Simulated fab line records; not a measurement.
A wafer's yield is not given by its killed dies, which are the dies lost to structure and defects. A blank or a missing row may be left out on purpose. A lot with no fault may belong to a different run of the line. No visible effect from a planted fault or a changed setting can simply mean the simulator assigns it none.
Code-filled problem report in 8D (eight disciplines) form    flow gf180mcu    the parts of the form that need people (team, actions taken, sign-off) are left out

== 1. THE ISSUE ==
Across 6 wafers from 2 lots, HV_LDD_RS at GF_HV_LDD_RS_MEAS_53 averages 411.2 ohm/sq, while fault-free wafers read 418.1 ohm/sq with a standard deviation of 0.98. Measured from the usual mean, that is -7.0 standard deviations.
The step: measures by four-point-probe.
Seen first at day 18 20:04 on film metro-04, wafer L153.1. At this step, 39 wafers from 13 lots have a number in the record. The rule behind "out" and "out of limits": a value lying over 4 standard deviations away from the usual mean. All remaining wafers that have a number are taken as sound.

== 2. WHAT IT IS, AND WHAT IT ISN'T ==
question                     is                      is not
which readings at this step  HV_LDD_RS               -
which lots                   L153, L154              L134, L135, L136, L138, L139, L141, L142, L143, L146, L155, L157
which wafers of those lots   all that have a number  -
read on which gauges         film metro-04           film metro-01, film metro-02
when                         from day 18 20:04       up to then (27 sound wafers); but 6 sound wafers of L155, L157 came after

== 3. THE SUSPECTS, EACH WITH WHAT RULES IT OUT ==
Counting: a tool at a process step up to the reading stays a suspect if it ran every lot that is out and no sound lot after the first of them.
- the gauge at GF_HV_LDD_RS_MEAS_53: ruled out. All the wafers that are out were read on film metro-04, but those of them that GF_HV_LDD_IMPLANT_34 has rows for are out there too, on other tools.
- rtp anneal-02 at GF_VT_IMPLANT_RTA_45 (time 30 s): ruled out as a lasting fault. After its first lot that is out, L153 (day 12 22:29), sound lots L155 ran on it.
- implanter-04 at GF_HV_LDD_IMPLANT_34: kept. It ran every lot that is out, first L153 (day 17 19:24), and no sound lot after that; its last sound lot up to then is L143 (day 14 14:34). On those wafers its own readings are out: dose ions cm2, faraday current uA.
Remaining after the count: implanter-04 at GF_HV_LDD_IMPLANT_34.

== 4. THE CAUSE (what the simulator had put in) ==
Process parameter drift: implanter-04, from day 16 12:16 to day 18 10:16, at GF_HV_LDD_IMPLANT_34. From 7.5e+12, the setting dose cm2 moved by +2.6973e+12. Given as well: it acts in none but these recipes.
This tool alone remained once counting was done.

== 5. THE CHAIN OF EFFECTS, in route order ==
Each row: a reading whose mean over the struck wafers that have a number lies more than 3 standard deviations from the usual. Only readings whose record carries a usual standard deviation are examined. hours: median over the lots of the time between each lot's start at the first step of this table that gives one and its start at this step. sigmas: the change, counted in usual standard deviations.
hours  step                  reading             usual         on struck wafers  change      sigmas
0      GF_HV_LDD_IMPLANT_34  dose ions cm2       7.501e+12     1.020e+13         +2.702e+12  +99 or more
0      GF_HV_LDD_IMPLANT_34  faraday current uA  42.4          56.8              +14.4       +15
25     GF_HV_LDD_RS_MEAS_53  HV_LDD_RS           418.1 ohm/sq  411.2             -6.9        -7.0
Its process steps:
- GF_HV_LDD_IMPLANT_34
At these later measuring or inspecting steps, every struck wafer for which the step has a row has a number for every such reading, and none has moved that far: GF_HV_LDD_THK_MEAS_55.

== 6. HOW IT WOULD HAVE BEEN CAUGHT EARLIER ==
In this record the first reading out of limits at a measuring or inspecting step was taken at day 18 20:04, 56 hours after the fault began at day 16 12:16.
Tool's own readings at GF_HV_LDD_IMPLANT_34, dose ions cm2, faraday current uA: out on all struck wafers the step has rows for; an alarm limit on them would have tripped on the first.
By day 18 20:04 the whole set of lots that are out, 2 in number, had already begun GF_HV_LDD_IMPLANT_34 on implanter-04. None of them would have been spared by holding the tool at that moment.
